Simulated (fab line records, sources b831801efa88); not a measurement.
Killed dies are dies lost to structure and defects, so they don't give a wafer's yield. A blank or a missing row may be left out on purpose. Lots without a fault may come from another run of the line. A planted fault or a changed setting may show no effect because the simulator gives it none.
fab line records | flow sky130
record lots=13 wafers=39 last_day=50
route steps=708 shown GATE_OXIDE@197 LDD_HVP@286 SPACER@306 RES_XHIGH@360 PAD_OPEN@708
lots that met no fault: from a run of the same line without faults
start_h: hours from the record's first day to the start of the lot's first wafer shown | wait_h: hours since the lot's step before | " the same as in the row above | L1.1+2: a row that stands for several wafers | - no value, or no start given | * or withheld: withheld | < > ~ a bound
route shown NAME@n: a module of which the file shows steps, and the number in the route of the first | usual: mean/standard deviation of fault-free wafers | same: alike in all rows | chamber/n: place in a boat | sites: the reading at each site | _std_site: their standard deviation | _edge_site: outer sites' mean less inner sites' | radius_mm: how far each site lies from the wafer's centre | mask NAME#n: copy n | behind: the tool/chamber that last shaped the wafer | hold: why the lot was held/for how many hours/how that ended | device: the transistor (n, p or np) that didn't switch | end of line: the same wafers' tests at the end of the route | a step without rows: its recipe alone | killed: dies lost to structure and defects at the first sort, not the wafer's yield | map: a wafer's dies, x killed, . not, _ none there
set.NAME: the setting as run; set.NAME@STEP: as run at that earlier step | model.NAME: the simulator's own value behind a step, which no gauge read
steps of the route over a sample of lots; a table a step, a row a wafer
services: from which hour (start_h, from the record's first day; less than 0 if before it) a tool's chamber was out of use, for how many hours, and why
## steps
# step SKY_GATE_OXIDE_OVL_MEAS_10
# usual GATE_OXIDE_OVL=-0.9/1.5
# columns lot.wafer tool chamber start_h wait_h GATE_OXIDE_OVL[nm]
L652.1 overlay-02 - 300.68 0.1 -0.9
L652.2 " - " " -1.2
L652.4 " - " " 0.8
L653.2 overlay-02 - 311.24 0.1 -2.0
L653.4 " - " " -2.7
L653.5 " - " " -4.8
L655.2 overlay-01 - 326.14 0.1 -0.3
L655.4 " - " " 0.4
L655.5 " - " " 0.3
L660.2 overlay-01 - 392.61 0.1 -2.2
L660.4 " - " " -1.5
L660.5 " - " " -3.3
L661.1 overlay-01 - 405.05 0.1 -2.6
L661.5 " - " " -0.5
L661.6 " - " " -1.5
L664.2 overlay-01 - 415.09 0.1 -2.5
L664.3 " - " " 2.0
L664.4 " - " " 0.3
L668.1 overlay-01 - 453.61 0.1 -1.4
L668.4 " - " " -0.4
L668.5 " - " " -0.1
L669.2 overlay-01 - 454.26 0.1 0.5
L669.3 " - " " 1.4
L669.5 " - " " 0.9
L670.1 overlay-02 - 464.16 0.1 -1.3
L670.3 " - " " -2.1
L670.5 " - " " -0.8
L671.1 overlay-02 - 468.51 0.2 -6.0
L671.5 " - " " -2.6
L671.6 " - " " -3.6
L672.1 overlay-02 - 473.35 0.1 0.2
L672.3 " - " " -0.5
L672.4 " - " " 0.3
L674.1 overlay-01 - 495.36 0.1 -0.3
L674.2 " - " " 0.0
L674.6 " - " " 1.1
L675.3 overlay-01 - 503.69 0.1 -1.6
L675.5 " - " " -0.9
L675.6 " - " " 0.9
# step SKY_LDD_HVP_IMPLANT_08
# recipe species=B energy_kev=20 dose_cm2=1.7e+13 tilt_deg=17.9
# usual beam_energy_keV=19.999/0.0058 dose_ions_cm2=1.6995e+13/2e+10
# columns lot.wafer tool chamber start_h wait_h beam_energy_keV dose_ions_cm2
L652.1 implanter-01 0 492.49 0.0 19.991 1.699e+13
L652.2 " 0 " " 19.996 1.7002e+13
L652.4 " 0 " " 19.996 1.6996e+13
L653.2 implanter-03 0 502.85 0.0 19.997 1.697e+13
L653.4 " 0 " " 20.002 1.701e+13
L653.5 " 0 " " 20.013 1.7015e+13
L655.2 implanter-04 0 515.54 0.0 20.002 1.6999e+13
L655.4 " 0 " " 20.007 1.6987e+13
L655.5 " 0 " " 20.009 1.6991e+13
L660.2 implanter-03 0 580.84 0.0 19.160 1.7013e+13
L660.4 " 0 " " 19.166 1.7015e+13
L660.5 " 0 " " 19.154 1.6995e+13
L661.1 implanter-03 0 597.82 0.0 19.160 1.6985e+13
L661.5 " 0 " " 19.163 1.6991e+13
L661.6 " 0 " " 19.171 1.6968e+13
L664.2 implanter-01 0 605.70 0.0 19.997 1.7001e+13
L664.3 " 0 " " 20.004 1.7032e+13
L664.4 " 0 " " 20.007 1.7004e+13
L668.1 implanter-04 0 642.67 0.0 19.992 1.7025e+13
L668.4 " 0 " " 19.999 1.7038e+13
L668.5 " 0 " " 19.992 1.702e+13
L669.2 implanter-04 0 643.60 0.0 19.998 1.7009e+13
L669.3 " 0 " " 20.006 1.6968e+13
L669.5 " 0 " " 19.997 1.7005e+13
L670.1 implanter-04 0 650.94 0.0 19.992 1.6991e+13
L670.3 " 0 " " 19.999 1.7001e+13
L670.5 " 0 " " 20.002 1.6991e+13
L671.1 implanter-04 0 655.74 0.0 19.997 1.7004e+13
L671.5 " 0 " " 19.997 1.6996e+13
L671.6 " 0 " " 20.002 1.7002e+13
L672.1 implanter-03 0 659.72 0.0 19.992 1.6999e+13
L672.3 " 0 " " 19.994 1.6986e+13
L672.4 " 0 " " 19.995 1.6975e+13
L674.1 implanter-03 0 679.34 0.0 19.990 1.7001e+13
L674.2 " 0 " " 20.002 1.6999e+13
L674.6 " 0 " " 19.999 1.7018e+13
L675.3 implanter-04 0 687.02 0.1 20.007 1.701e+13
L675.5 " 0 " " 19.993 1.7007e+13
L675.6 " 0 " " 19.997 1.7021e+13
# step SKY_SPACER_ETCHBACK_02
# recipe chemistry=CH3F/O2 target=Si3N4 stop_on=SiO2 source_w=400 bias_w=80 pressure_mtorr=25 ch3f_flow_sccm=40 O2_flow_sccm=30 time_s=46.7 target_depth_a=450
# usual drypump_motor_current_A=5.8/0.53 oes_product_au=0.854/0.0079 throttle_valve_pct=10.562/0.0082
# columns lot.wafer tool chamber start_h wait_h drypump_motor_current_A oes_product_au rf_hours_counter_h throttle_valve_pct
L652.1 rie_diel-04 3 525.77 0.1 4.9 0.867 10 10.557
L652.2 " 0 " " 6.2 0.857 1 10.563
L652.4 " 0 " " 6.2 0.874 - 10.559
L653.2 rie_diel-04 2 535.40 0.0 5.5 0.866 10 10.559
L653.4 " 0 " " 6.2 0.866 2 10.570
L653.5 " 0 " " 6.2 0.866 - 10.568
L655.2 rie_diel-02 3 548.53 0.0 6.4 0.853 13 10.559
L655.4 " 2 " " 6.3 0.838 44 10.567
L655.5 " 2 " " 6.3 0.846 - 10.562
L660.2 rie_diel-04 1 614.11 0.0 6.3 0.851 3 10.574
L660.4 " 2 " " 5.6 0.845 12 10.569
L660.5 " 1 " " 6.3 0.857 - 10.552
L661.1 rie_diel-04 0 628.37 0.1 6.2 0.867 3 10.569
L661.5 " 2 " " 5.6 0.851 - 10.558
L661.6 " 3 " " 4.9 0.870 - 10.577
L664.2 rie_diel-04 1 636.19 0.0 6.3 0.838 3 10.562
L664.3 " 3 " " 4.9 0.845 12 10.568
L664.4 " 2 " " 5.5 0.834 12 10.551
L668.1 rie_diel-02 0 673.20 0.1 5.4 0.848 11 10.561
L668.4 " 3 " " 6.4 0.848 16 10.566
L668.5 " 0 " " 5.4 0.854 - 10.561
L669.2 rie_diel-02 3 675.45 0.0 6.4 0.852 16 10.553
L669.3 " 1 " " 5.8 0.846 9 10.558
L669.5 " 1 " " 5.9 0.852 - 10.562
L670.1 rie_diel-04 1 680.89 0.1 6.3 0.845 4 10.547
L670.3 " 3 " " 4.9 0.854 13 10.564
L670.5 " 2 " " 5.5 0.857 - 10.560
L671.1 rie_diel-04 1 685.84 0.1 6.3 0.853 4 10.551
L671.5 " 2 " " 5.6 0.851 - 10.557
L671.6 " 1 " " 6.3 0.861 - 10.561
L672.1 rie_diel-03 1 690.05 0.1 5.4 0.854 1 10.557
L672.3 " 3 " " 6.3 0.848 47 10.568
L672.4 " 2 " " 5.1 0.852 10 10.570
L674.1 rie_diel-04 0 712.42 0.1 6.2 0.855 4 10.567
L674.2 " 2 " " 5.5 0.854 13 10.557
L674.6 " 2 " " 5.5 0.853 - 10.561
L675.3 rie_diel-04 2 717.82 0.0 5.5 0.853 13 10.546
L675.5 " 3 " " 4.9 0.857 - 10.560
L675.6 " 2 " " 5.5 0.848 - 10.555
# step SKY_SD_N_RS_MEAS_18
# recipe thk_meas_gauge=four-point-probe
# usual RES_XHIGH_RS=333.3/1.2
# columns lot.wafer tool chamber start_h wait_h RES_XHIGH_RS[ohm/sq]
L652.1 film_metro-03 - 646.51 0.1 333.0
L652.2 " - " " 332.6
L652.4 " - " " 332.7
L653.2 film_metro-01 - 652.21 0.1 333.7
L653.4 " - " " 333.9
L653.5 " - " " 333.8
L655.2 film_metro-01 - 665.63 0.1 335.9
L655.4 " - " " 335.3
L655.5 " - " " 335.0
L660.2 film_metro-03 - 728.43 0.1 334.2
L660.4 " - " " 333.5
L660.5 " - " " 334.2
L661.1 film_metro-03 - 741.61 0.1 334.2
L661.5 " - " " 334.8
L661.6 " - " " 334.2
L664.2 film_metro-04 - 747.31 0.1 332.2
L664.3 " - " " 333.9
L664.4 " - " " 332.6
L668.1 film_metro-01 - 784.56 0.1 332.6
L668.4 " - " " 333.6
L668.5 " - " " 332.8
L669.2 film_metro-03 - 786.26 0.1 332.0
L669.3 " - " " 332.8
L669.5 " - " " 332.4
L670.1 film_metro-03 - 790.15 0.1 333.4
L670.3 " - " " 334.5
L670.5 " - " " 334.7
L671.1 film_metro-01 - 795.79 0.1 331.1
L671.5 " - " " 332.1
L671.6 " - " " 331.4
L672.1 film_metro-03 - 800.81 0.1 335.0
L672.3 " - " " 335.0
L672.4 " - " " 334.4
L674.1 film_metro-03 - 819.96 0.1 332.2
L674.2 " - " " 331.5
L674.6 " - " " 331.6
L675.3 film_metro-03 - 826.73 0.1 331.1
L675.5 " - " " 331.0
L675.6 " - " " 331.8
# step SKY_PAD_OPEN_PROBE_99
# usual killed_at_M0_to_M3=43/6.5 killed_at_M4_up=3.1/1.8 killed_at_contacts=24/4.8 killed_at_front_end=15/4.7 killed_at_other=0.3/0.58 killed_dies=86/8.6 killed_open=47/6.7 killed_short=39/6.1
# same gross_dies=492 killed_at_back_side=0
# columns lot.wafer tool chamber start_h wait_h killed_at_M0_to_M3 killed_at_M4_up killed_at_contacts killed_at_front_end killed_at_other killed_dies killed_open killed_short
L660.2 prober-02 - 1135.01 0.1 40 3 26 13 1 83 51 32
L660.4 prober-02 - 1135.11 0.2 52 3 36 12 0 103 62 41
L660.5 prober-02 - 1135.16 0.2 51 3 23 15 0 92 45 47
L664.2 prober-01 - 1145.46 0.1 56 2 17 19 0 94 50 44
L664.3 prober-01 - 1145.51 0.2 52 2 24 17 0 95 43 52
L664.4 prober-01 - 1145.56 0.2 53 1 23 24 1 102 55 47
L668.1 prober-02 - 1173.87 0.1 42 2 18 17 1 80 48 32
L668.4 prober-02 - 1174.02 0.2 43 4 31 17 1 96 63 33
L668.5 prober-02 - 1174.07 0.2 29 4 21 14 0 68 28 40
# killed by level:class
L660.2 CONTACT:geometric_particle:open=10 VIA1:geometric_particle:open=7 VIA2:geometric_particle:open=7 LI_CONTACT:geometric_particle:open=6 FIELD_ISO:geometric_particle:open=5 VIA3:geometric_particle:open=5 METAL2:geometric_particle:short=4 POLY_GATE:geometric_particle:open=3
L660.4 CONTACT:geometric_particle:open=15 VIA1:geometric_particle:open=12 VIA2:geometric_particle:open=11 LI_CONTACT:geometric_particle:open=8 VIA1:geometric_particle:short=6 LOCAL_INTERCONNECT:geometric_particle:short=5 CONTACT:geometric_particle:short=5 METAL2:geometric_particle:short=5
L660.5 METAL1:geometric_particle:short=10 METAL2:geometric_particle:short=10 CONTACT:geometric_particle:open=9 VIA3:geometric_particle:open=9 LOCAL_INTERCONNECT:geometric_particle:short=5 LI_CONTACT:geometric_particle:open=5 VIA1:geometric_particle:short=5 VIA2:geometric_particle:open=5
L664.2 VIA1:geometric_particle:open=18 VIA3:geometric_particle:open=12 FIELD_ISO:geometric_particle:short=8 METAL2:geometric_particle:short=6 VIA3:geometric_particle:short=6 LOCAL_INTERCONNECT:geometric_particle:short=5 FIELD_ISO:geometric_particle:open=4 POLY_GATE:geometric_particle:short=4
L664.3 VIA1:geometric_particle:short=9 CONTACT:geometric_particle:open=9 VIA3:geometric_particle:open=9 VIA1:geometric_particle:open=9 FIELD_ISO:geometric_particle:short=8 VIA2:geometric_particle:open=6 LI_CONTACT:geometric_particle:short=5 METAL1:geometric_particle:short=5
L664.4 VIA1:geometric_particle:open=20 FIELD_ISO:geometric_particle:short=13 LI_CONTACT:geometric_particle:open=9 VIA2:geometric_particle:open=8 VIA3:geometric_particle:open=6 LOCAL_INTERCONNECT:geometric_particle:short=5 VIA1:geometric_particle:short=5 FIELD_ISO:geometric_particle:open=4
L668.1 CONTACT:geometric_particle:open=8 VIA1:geometric_particle:open=8 VIA3:geometric_particle:open=8 FIELD_ISO:geometric_particle:short=6 FIELD_ISO:geometric_particle:open=6 LI_CONTACT:geometric_particle:open=6 METAL2:geometric_particle:short=6 METAL1:geometric_particle:short=4
L668.4 CONTACT:geometric_particle:open=14 VIA1:geometric_particle:open=11 LI_CONTACT:geometric_particle:open=8 VIA3:geometric_particle:open=6 VIA2:geometric_particle:open=6 POLY_GATE:geometric_particle:open=5 CONTACT:geometric_particle:short=4 METAL1:geometric_particle:short=4
L668.5 FIELD_ISO:geometric_particle:short=7 METAL2:geometric_particle:short=7 LI_CONTACT:geometric_particle:open=6 VIA1:geometric_particle:open=6 LI_CONTACT:geometric_particle:short=5 METAL4:geometric_particle:short=4 CONTACT:geometric_particle:open=4 VIA1:geometric_particle:short=4
## services
# columns tool chamber start_h hours kind
implanter-03 - 486.14 2.0 repair
implanter-01 - 500.76 0.9 repair
implanter-03 - 506.87 3.0 repair
rie_diel-02 - 507.54 3.5 repair
implanter-01 - 512.18 5.8 repair
implanter-04 - 521.01 0.5 repair
rie_diel-04 2 524.26 7.0 repair
rie_diel-04 1 539.61 3.2 repair
rie_diel-04 0 548.08 6.6 repair
rie_diel-02 0 549.57 5.3 repair
rie_diel-04 1 588.34 5.0 repair
rie_diel-04 - 601.29 2.8 repair
rie_diel-02 2 608.21 9.2 repair
rie_diel-04 1 608.68 3.3 repair
rie_diel-04 1 627.03 1.5 repair
rie_diel-02 0 628.06 16.6 repair
rie_diel-04 1 629.95 2.6 repair
implanter-04 - 640.16 1.8 repair
rie_diel-04 2 642.05 9.8 repair
implanter-01 - 648.37 0.7 repair
implanter-03 - 651.59 6.1 pm
rie_diel-04 - 657.88 2.8 pm
implanter-03 - 660.09 3.6 repair
implanter-03 - 704.05 3.9 repair
## key
first_sign step=SKY_LDD_HVP_IMPLANT_08 reading=beam_energy_keV direction=down sigmas=99+ usual=* struck=*
effect none on later readings
met_at SKY_LDD_HVP_IMPLANT_08
struck_lots L660,L661
tester_left_out L660,L661
not_acting_at SKY_GATE_OXIDE_OVL_MEAS_10,SKY_SPACER_ETCHBACK_02,SKY_SD_N_RS_MEAS_18
onset_between 502.85 580.84
fault kind=process_parameter_drift tool=implanter-03 chamber=- onset_h=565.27 steps=SKY_LDD_HVP_IMPLANT_08 channel=energy_kev offset=* shape=step end_h=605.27 acts_in=* stated=*
# tester_left_out: of these lots the tester's yield and bins aren't shown, on N5 and GAA mostly nor the transistor test; their killed dies are dies lost to structure and defects alone, not to doping, threshold or leakage, so they don't give the yield
